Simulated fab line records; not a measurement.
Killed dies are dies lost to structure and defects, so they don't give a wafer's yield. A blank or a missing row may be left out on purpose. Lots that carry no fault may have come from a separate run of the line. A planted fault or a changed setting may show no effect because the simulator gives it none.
Struck lot and sound lot, side by side / flow gf180mcu / 43 out of 602 route steps
Sound: wafers L169.3, L169.5, L169.6. The struck wafers were L185.1, L185.3, L185.4. At the end, the cause is stated.
Per side, at each step with rows, come the tool, then ch with its chambers, and then its first start. Under that, the readings that differ: sound wafers / struck wafers / difference of the means / sigmas: that difference in standard deviations of wafers without a fault.
alike: same words and numbers on both sides, and readings whose means sit less than 2 such deviations apart. not compared: any withheld reading, any reading some wafer has no value for, any bound like >300 that may hide the same value, and any number with overlapping values for which the record gives no deviation.
A row with sigmas, a row that says differs or no value, or rows on one side alone: a step with any of these is where the two part. Numbers that have no deviation but don't overlap get no sigmas and don't part them. A reading missing from all wafers of one side parts the sides only when that side holds two or more wafers.

first, 2 steps without rows for these wafers: GF_CONTACT_PEB_12 (peb time 90 s); GF_CONTACT_DEVELOP_13 (develop time 60 s).
GF_CONTACT_CD_MEAS_14: target cd 220 nm.
  sound on cdSem-01, day 16 21:33; struck on cdSem-02, day 22 15:13
  alike: cdNm
GF_CONTACT_OVL_MEAS_15:
  sound on overlay-01, day 16 21:39; struck on overlay-02, day 22 15:20
reading=CONTACT_OVL (nm); sound=10 8 6; struck=-5 4 -9; difference=-11; sigmas=-2
then, 6 steps without rows for these wafers: GF_CONTACT_ETCH_16 (etches BARC in N2/H2); GF_CONTACT_ETCH_17 (etches SiO2 in C4F8/O2/Ar, stops on CoSi2, target depth 860 nm); GF_CONTACT_STRIP_18 (strips in O2/N2); GF_CONTACT_CLEAN_19 (cleans in SPM); GF_CONTACT_CLEAN_20 (cleans in DIW); GF_CONTACT_CLEAN_21 (cleans in dHF, time 20 s).
GF_CONTACT_SPUTTER_22: material Ti, target thk 15 nm, time 80.02 s.
  sound on pvdSputter-02, day 16 22:08; struck on pvdSputter-02, day 22 16:23
  alike: throttleValvePct
GF_CONTACT_SPUTTER_23: material TiN, target thk 10 nm, time 40 s.
  sound on pvdSputter-02, day 16 22:12; struck on pvdSputter-02, day 22 16:26
  alike: throttleValvePct
GF_CONTACT_CVD_24: deposits W, target thk 300 nm, time 90.339 s.
  sound on cvdW-01 ch 0,1, day 16 22:16; struck on cvdW-01 ch 0,1, day 22 16:29
  alike: heaterPowerW
GF_CONTACT_RS_MEAS_25: measurement is done with a four-point probe.
  sound on filmMetro-04, day 16 22:23; struck on filmMetro-02, day 22 16:35
reading=CONTACT_W_RS (ohm/sq); sound=0.369 0.371 0.369; struck=0.382 0.382 0.385; difference=+0.013; sigmas=+3
GF_CONTACT_THK_MEAS_26: measures by xrf.
  sound on filmMetro-04, day 16 22:29; struck on filmMetro-02, day 22 16:42
  alike: CONTACT_W_THK
then, 6 steps without rows for these wafers: GF_CONTACT_CMP_27 (polishes, stops on SiO2, t overpolish 15 s, target thk 0 nm); GF_M1_SPUTTER_00 (material Ti, target thk 37.5 nm, time 150 s); GF_M1_SPUTTER_01 (material TiN, target thk 30 nm, time 25 s); GF_M1_SPUTTER_02 (material AlCu, target thk 450 nm, time 23.9 s); GF_M1_SPUTTER_03 (material Ti, target thk 10 nm, time 6.7 s); GF_M1_SPUTTER_04 (material TiN, target thk 50 nm, time 41.7 s).
GF_M1_RS_MEAS_05: measurement is done with a four-point probe.
  sound on filmMetro-04, day 16 23:05; struck on filmMetro-03, day 22 17:17
  alike: M1_ALCU_RS
GF_M1_THK_MEAS_06: measures by xrf.
  sound on filmMetro-04, day 16 23:11; struck on filmMetro-03, day 22 17:24
  alike: M1_ALCU_THK
then, 7 steps without rows for these wafers: GF_M1_DEHYDRATE_07 (time 60 s); GF_M1_HMDS_08 (prime time 60 s); GF_M1_COAT_09 (resist thk 1000 nm); GF_M1_SOFTBAKE_10 (time 60 s); GF_M1_EXPOSE_11 (exposes mask Metal1, target cd 230 nm); GF_M1_PEB_12 (peb time 90 s); GF_M1_DEVELOP_13 (develop time 60 s).
GF_M1_CD_MEAS_14: target cd 230 nm.
  sound on cdSem-01, day 17 21:52; struck on cdSem-01, day 23 15:34
  alike: cdNm
GF_M1_OVL_MEAS_15:
  sound on overlay-01, day 17 21:58; struck on overlay-02, day 23 15:41
  alike: M1_OVL
GF_M1_METAL_ETCH_16: etches the open film in Cl2/BCl3, stops on SiO2, target depth 750.8 nm, time 125.1 s.
  sound on rieMetal-03 ch 0,1, day 17 22:02; struck on rieMetal-03 ch 0,1, day 23 15:43
  alike: bcl3FlowSccm, drypumpMotorCurrentA, oesProductAu, throttleValvePct
  not compared: rfHoursCounterH
GF_M1_STRIP_17: strips in O2/N2.
  sound on plasmaAsher-02 ch 0,1, day 17 22:09; struck on plasmaAsher-03 ch 0,1, day 23 15:51
reading=drypumpMotorCurrentA (A); sound=4.9 6.0 4.9; struck=6.6 5.5 6.6; difference=+1.0; sigmas=+2
  alike: heaterPowerW, oesProductAu, stripTimeToEndpointS
  not compared: rfHoursCounterH
then, 3 steps without rows for these wafers: GF_M1_STRIP_18 (strips in post etch residue remover, time 1200 s); GF_M1_CLEAN_19 (cleans in DIW); GF_V1_CVD_00 (deposits SiO2, target thk 600 nm, time 100 s).
GF_V1_THK_MEAS_01:
  sound on filmMetro-01, day 17 22:44; struck on filmMetro-04, day 23 16:31
  alike: V1_CVD_00_THK
GF_V1_CVD_02: deposits SiO2 from TEOS, target thk 850 nm, time 94.851 s.
  sound on pecvd-01 ch 1,2, day 17 22:47; struck on pecvd-03 ch 0,1, day 23 16:35
  alike: heaterPowerW
GF_V1_THK_MEAS_03:
  sound on filmMetro-03, day 17 22:52; struck on filmMetro-01, day 23 16:39
  alike: V1_CVD_02_THK
then, 1 step without rows for these wafers: GF_V1_CMP_04 (polishes SiO2).
GF_V1_BOW_MEAS_05:
  sound on filmMetro-01, day 17 23:15; struck on filmMetro-04, day 23 17:01
  alike: V1_BOW
-- the record jumps here: 10 days lie between the struck wafers' starts before and after (it left off in module V1 and takes up again in module PASSIVATION, whose first step shown is number 602 of the route) --
GF_PASSIVATION_PROBE_99:
  record: rows for the struck wafers here (prober-02, day 33 22:58), none for the sound ones

WHERE THEY PART
Earliest at GF_CONTACT_OVL_MEAS_15; latest, in this record, at GF_PASSIVATION_PROBE_99.

WHY: whatever the simulator had introduced
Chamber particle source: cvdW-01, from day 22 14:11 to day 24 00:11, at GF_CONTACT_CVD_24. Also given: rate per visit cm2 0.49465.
